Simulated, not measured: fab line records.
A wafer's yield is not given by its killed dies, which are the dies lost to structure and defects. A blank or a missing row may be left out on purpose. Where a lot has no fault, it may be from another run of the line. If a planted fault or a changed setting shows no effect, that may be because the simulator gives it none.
Which tool did it? / flow gf180mcu / 11 lots, 33 wafers sampled, at 6 steps of a route of 602

## WHAT THE GAUGES SHOWED, per wafer
GF_PSD_CD_MEAS_07: target cd 400 nm.
lot=L685; measured=day 15 22:58; on=cd sem-01; cd nm (nm)=397.2 394.1 394.3
lot=L687; measured=day 16 11:46; on=cd sem-02; cd nm (nm)=398.2 398.2 398.4
lot=L688; measured=day 17 07:34; on=cd sem-02; cd nm (nm)=396.5 395.1 397.1
lot=L691; measured=day 18 02:34; on=cd sem-01; cd nm (nm)=408.9 409.0 410.3
lot=L693; measured=day 18 17:02; on=cd sem-01; cd nm (nm)=411.4 413.4 408.3
lot=L694; measured=day 18 22:58; on=cd sem-02; cd nm (nm)=409.0 410.9 410.6
lot=L701; measured=day 21 08:23; on=cd sem-01; cd nm (nm)=398.4 399.0 395.8
lot=L700; measured=day 21 11:22; on=cd sem-02; cd nm (nm)=397.5 396.8 399.1
lot=L702; measured=day 21 14:32; on=cd sem-02; cd nm (nm)=398.9 398.6 398.6
lot=L703; measured=day 21 23:22; on=cd sem-02; cd nm (nm)=401.9 402.3 403.1
lot=L704; measured=day 22 15:30; on=cd sem-01; cd nm (nm)=397.2 395.6 397.7

GF_V1_THK_MEAS_25: measures by xrf.
lot=L685; measured=day 20 03:15; on=film metro-01; V1_W_THK (nm)=358 372 358
lot=L687; measured=day 20 15:50; on=film metro-03; V1_W_THK (nm)=370 365 354
lot=L688; measured=day 21 13:41; on=film metro-03; V1_W_THK (nm)=363 357 362
lot=L691; measured=day 22 08:04; on=film metro-03; V1_W_THK (nm)=364 359 367
lot=L693; measured=day 22 21:53; on=film metro-01; V1_W_THK (nm)=357 347 357
lot=L694; measured=day 23 03:13; on=film metro-04; V1_W_THK (nm)=361 361 357
lot=L701; measured=day 25 23:42; on=film metro-01; V1_W_THK (nm)=354 356 359
lot=L700; measured=day 26 00:07; on=film metro-01; V1_W_THK (nm)=348 342 347
lot=L702; measured=day 26 00:30; on=film metro-04; V1_W_THK (nm)=364 360 366
lot=L703; measured=day 26 01:13; on=film metro-04; V1_W_THK (nm)=353 352 356
lot=L704; measured=day 26 19:32; on=film metro-03; V1_W_THK (nm)=357 355 356

## WHICH TOOL RAN EACH LOT (tool, then ch and the chambers of the sampled wafers, then the start)
lot=L685; GF_HV_LDD_STRIP_10=plasma asher-03 ch 0,1, day 11 09:25; GF_PSD_COAT_02=litho track-02 ch 0, day 15 12:14; GF_PSD_STRIP_10=plasma asher-03 ch 0,1, day 15 23:16; GF_V1_CVD_02=pecvd-03 ch 0,1,2, day 19 01:35
lot=L687; GF_HV_LDD_STRIP_10=plasma asher-03 ch 0,1, day 12 00:01; GF_PSD_COAT_02=litho track-01 ch 0, day 16 00:28; GF_PSD_STRIP_10=plasma asher-03 ch 0,1, day 16 12:04; GF_V1_CVD_02=pecvd-04 ch 0,2, day 19 14:07
lot=L688; GF_HV_LDD_STRIP_10=plasma asher-03 ch 0,1, day 12 13:33; GF_PSD_COAT_02=litho track-02 ch 0, day 16 19:38; GF_PSD_STRIP_10=plasma asher-02 ch 0,1, day 17 07:52; GF_V1_CVD_02=pecvd-03 ch 0,1,2, day 20 12:16
lot=L691; GF_HV_LDD_STRIP_10=plasma asher-03 ch 0,1, day 13 08:10; GF_PSD_COAT_02=litho track-02 ch 0, day 17 14:50; GF_PSD_STRIP_10=plasma asher-03 ch 0,1, day 18 02:52; GF_V1_CVD_02=pecvd-04 ch 0,1,2, day 21 06:34
lot=L693; GF_HV_LDD_STRIP_10=plasma asher-01 ch 0,1, day 13 21:13; GF_PSD_COAT_02=litho track-02 ch 0, day 18 05:20; GF_PSD_STRIP_10=plasma asher-02 ch 0,1, day 18 17:21; GF_V1_CVD_02=pecvd-03 ch 1,2, day 21 21:49
lot=L694; GF_HV_LDD_STRIP_10=plasma asher-04 ch 0,1, day 14 03:10; GF_PSD_COAT_02=litho track-02 ch 0, day 18 11:05; GF_PSD_STRIP_10=plasma asher-03 ch 0,1, day 18 23:16; GF_V1_CVD_02=pecvd-04 ch 0,1, day 22 02:13
lot=L701; GF_HV_LDD_STRIP_10=plasma asher-03 ch 0,1, day 16 06:34; GF_PSD_COAT_02=litho track-04 ch 0, day 20 20:04; GF_PSD_STRIP_10=plasma asher-04 ch 0,1, day 21 08:42; GF_V1_CVD_02=pecvd-04 ch 0,1, day 24 21:57
lot=L700; GF_HV_LDD_STRIP_10=plasma asher-01 ch 0,1, day 16 08:22; GF_PSD_COAT_02=litho track-02 ch 0, day 20 23:05; GF_PSD_STRIP_10=plasma asher-03 ch 0,1, day 21 11:40; GF_V1_CVD_02=pecvd-03 ch 1,2, day 24 22:10
lot=L702; GF_HV_LDD_STRIP_10=plasma asher-03 ch 0,1, day 16 12:28; GF_PSD_COAT_02=litho track-02 ch 0, day 21 02:07; GF_PSD_STRIP_10=plasma asher-04 ch 0,1, day 21 14:49; GF_V1_CVD_02=pecvd-02 ch 0,1,2, day 24 22:23
lot=L703; GF_HV_LDD_STRIP_10=plasma asher-03 ch 0,1, day 16 20:57; GF_PSD_COAT_02=litho track-04 ch 0, day 21 11:40; GF_PSD_STRIP_10=plasma asher-02 ch 0,1, day 21 23:40; GF_V1_CVD_02=pecvd-03 ch 0,2, day 25 00:08
lot=L704; GF_HV_LDD_STRIP_10=plasma asher-04 ch 0,1, day 17 12:24; GF_PSD_COAT_02=litho track-01 ch 0, day 22 04:07; GF_PSD_STRIP_10=plasma asher-03 ch 0,1, day 22 15:48; GF_V1_CVD_02=pecvd-04 ch 0,1, day 25 21:10
- GF_HV_LDD_STRIP_10: strips in O2/N2.
- GF_PSD_COAT_02: resist thk 1000 nm.
- GF_PSD_STRIP_10: strips in O2/N2.
- GF_V1_CVD_02: deposits SiO2 from TEOS, target thk 850 nm, time 94.851 s.

## WHAT THE TOOLS THEMSELVES READ (means of the sampled wafers that have a number; where no wafer has one, the mark that the record gives instead)
GF_HV_LDD_STRIP_10.
lot=L685; tool=plasma asher-03; chamber pressure mTorr (mTorr)=1499.5; drypump motor current A (A)=5.3; heater power w (W)=320; oes product au (a.u.)=0.715; strip time to endpoint s (s)=12.66
lot=L687; tool=plasma asher-03; chamber pressure mTorr (mTorr)=1500.3; drypump motor current A (A)=5.5; heater power w (W)=306; oes product au (a.u.)=0.717; strip time to endpoint s (s)=12.59
lot=L688; tool=plasma asher-03; chamber pressure mTorr (mTorr)=1500.5; drypump motor current A (A)=5.5; heater power w (W)=304; oes product au (a.u.)=0.715; strip time to endpoint s (s)=12.67
lot=L691; tool=plasma asher-03; chamber pressure mTorr (mTorr)=1499.7; drypump motor current A (A)=5.4; heater power w (W)=313; oes product au (a.u.)=0.718; strip time to endpoint s (s)=12.69
lot=L693; tool=plasma asher-01; chamber pressure mTorr (mTorr)=1501.1; drypump motor current A (A)=6.2; heater power w (W)=336; oes product au (a.u.)=0.717; strip time to endpoint s (s)=12.63
lot=L694; tool=plasma asher-04; chamber pressure mTorr (mTorr)=1499.8; drypump motor current A (A)=5.5; heater power w (W)=327; oes product au (a.u.)=0.712; strip time to endpoint s (s)=12.61
lot=L701; tool=plasma asher-03; chamber pressure mTorr (mTorr)=1499.2; drypump motor current A (A)=5.5; heater power w (W)=301; oes product au (a.u.)=0.717; strip time to endpoint s (s)=12.63
lot=L700; tool=plasma asher-01; chamber pressure mTorr (mTorr)=1499.1; drypump motor current A (A)=6.1; heater power w (W)=328; oes product au (a.u.)=0.717; strip time to endpoint s (s)=12.63
lot=L702; tool=plasma asher-03; chamber pressure mTorr (mTorr)=1500.8; drypump motor current A (A)=5.5; heater power w (W)=308; oes product au (a.u.)=0.715; strip time to endpoint s (s)=12.61
lot=L703; tool=plasma asher-03; chamber pressure mTorr (mTorr)=1499.8; drypump motor current A (A)=5.3; heater power w (W)=318; oes product au (a.u.)=0.714; strip time to endpoint s (s)=12.63
lot=L704; tool=plasma asher-04; chamber pressure mTorr (mTorr)=1500.7; drypump motor current A (A)=5.8; heater power w (W)=336; oes product au (a.u.)=0.714; strip time to endpoint s (s)=12.62

GF_PSD_COAT_02.
lot=L685; tool=litho track-02; resist line temp C (C)=22.89; spin speed rpm (rpm)=2999.3
lot=L687; tool=litho track-01; resist line temp C (C)=23.01; spin speed rpm (rpm)=2999.8
lot=L688; tool=litho track-02; resist line temp C (C)=23.05; spin speed rpm (rpm)=3000.5
lot=L691; tool=litho track-02; resist line temp C (C)=22.91; spin speed rpm (rpm)=3716.4
lot=L693; tool=litho track-02; resist line temp C (C)=22.84; spin speed rpm (rpm)=3714.3
lot=L694; tool=litho track-02; resist line temp C (C)=23.21; spin speed rpm (rpm)=3714.9
lot=L701; tool=litho track-04; resist line temp C (C)=23.01; spin speed rpm (rpm)=3000.4
lot=L700; tool=litho track-02; resist line temp C (C)=23.04; spin speed rpm (rpm)=3000.0
lot=L702; tool=litho track-02; resist line temp C (C)=22.86; spin speed rpm (rpm)=2999.1
lot=L703; tool=litho track-04; resist line temp C (C)=22.89; spin speed rpm (rpm)=2999.7
lot=L704; tool=litho track-01; resist line temp C (C)=22.87; spin speed rpm (rpm)=2999.3

GF_PSD_STRIP_10.
lot=L685; tool=plasma asher-03; chamber pressure mTorr (mTorr)=1501.6; drypump motor current A (A)=5.3; heater power w (W)=315; oes product au (a.u.)=0.595; strip time to endpoint s (s)=16.50
lot=L687; tool=plasma asher-03; chamber pressure mTorr (mTorr)=1500.5; drypump motor current A (A)=5.3; heater power w (W)=318; oes product au (a.u.)=0.593; strip time to endpoint s (s)=16.51
lot=L688; tool=plasma asher-02; chamber pressure mTorr (mTorr)=1500.9; drypump motor current A (A)=5.2; heater power w (W)=343; oes product au (a.u.)=0.591; strip time to endpoint s (s)=16.56
lot=L691; tool=plasma asher-03; chamber pressure mTorr (mTorr)=1500.9; drypump motor current A (A)=5.3; heater power w (W)=311; oes product au (a.u.)=0.584; strip time to endpoint s (s)=15.39
lot=L693; tool=plasma asher-02; chamber pressure mTorr (mTorr)=1500.3; drypump motor current A (A)=4.9; heater power w (W)=317; oes product au (a.u.)=0.581; strip time to endpoint s (s)=15.37
lot=L694; tool=plasma asher-03; chamber pressure mTorr (mTorr)=1498.9; drypump motor current A (A)=5.5; heater power w (W)=305; oes product au (a.u.)=0.580; strip time to endpoint s (s)=15.39
lot=L701; tool=plasma asher-04; chamber pressure mTorr (mTorr)=1499.0; drypump motor current A (A)=5.5; heater power w (W)=322; oes product au (a.u.)=0.588; strip time to endpoint s (s)=16.50
lot=L700; tool=plasma asher-03; chamber pressure mTorr (mTorr)=1499.7; drypump motor current A (A)=5.5; heater power w (W)=305; oes product au (a.u.)=0.599; strip time to endpoint s (s)=16.56
lot=L702; tool=plasma asher-04; chamber pressure mTorr (mTorr)=1499.8; drypump motor current A (A)=5.7; heater power w (W)=340; oes product au (a.u.)=0.584; strip time to endpoint s (s)=16.54
lot=L703; tool=plasma asher-02; chamber pressure mTorr (mTorr)=1499.9; drypump motor current A (A)=5.2; heater power w (W)=344; oes product au (a.u.)=0.591; strip time to endpoint s (s)=16.52
lot=L704; tool=plasma asher-03; chamber pressure mTorr (mTorr)=1499.7; drypump motor current A (A)=5.5; heater power w (W)=301; oes product au (a.u.)=0.590; strip time to endpoint s (s)=16.53

GF_V1_CVD_02.
lot=L685; tool=pecvd-03; heater power w (W)=745
lot=L687; tool=pecvd-04; heater power w (W)=742
lot=L688; tool=pecvd-03; heater power w (W)=806
lot=L691; tool=pecvd-04; heater power w (W)=668
lot=L693; tool=pecvd-03; heater power w (W)=751
lot=L694; tool=pecvd-04; heater power w (W)=759
lot=L701; tool=pecvd-04; heater power w (W)=740
lot=L700; tool=pecvd-03; heater power w (W)=787
lot=L702; tool=pecvd-02; heater power w (W)=595
lot=L703; tool=pecvd-03; heater power w (W)=741
lot=L704; tool=pecvd-04; heater power w (W)=747

## THE ANSWER, worked out from the rows above alone
Rule: usual is defined by the lots themselves. The widest of any qualifying gaps counts: lots, ordered by their means at a reading, are off when they make up no more than a third of the lots, leave a main group of 4 or more, and stand apart from it by 3 or more times the standard deviation of that group's means. If all means in a main group match to the digits the tables above print for the reading, that group is not used. A lot without any number at a reading at which 4 lots or more have one is off too. Where the step has rows for the other lots, those lots are counted as sound. First the gauges in route order, then the tools' own readings, where a lot's mean is used as printed above. The first step at which some lot is off is used, and at that step the reading that is off furthest; a lot without a number counts as furthest.
Off: L691, L693, L694 (GF_PSD_CD_MEAS_07, cd nm). The main group: mean 397.9 nm, standard deviation 2.
If a tool, at a process step before that reading, ran all the lots that are off and no sound lot after the first of them, it fits. The gauges at GF_PSD_CD_MEAS_07 aren't tried: what is off there is off at GF_PSD_COAT_02 too, on other tools, and a gauge's error can't cause that. Of those tried, none fits.

## WHAT THE SIMULATOR PUT IN
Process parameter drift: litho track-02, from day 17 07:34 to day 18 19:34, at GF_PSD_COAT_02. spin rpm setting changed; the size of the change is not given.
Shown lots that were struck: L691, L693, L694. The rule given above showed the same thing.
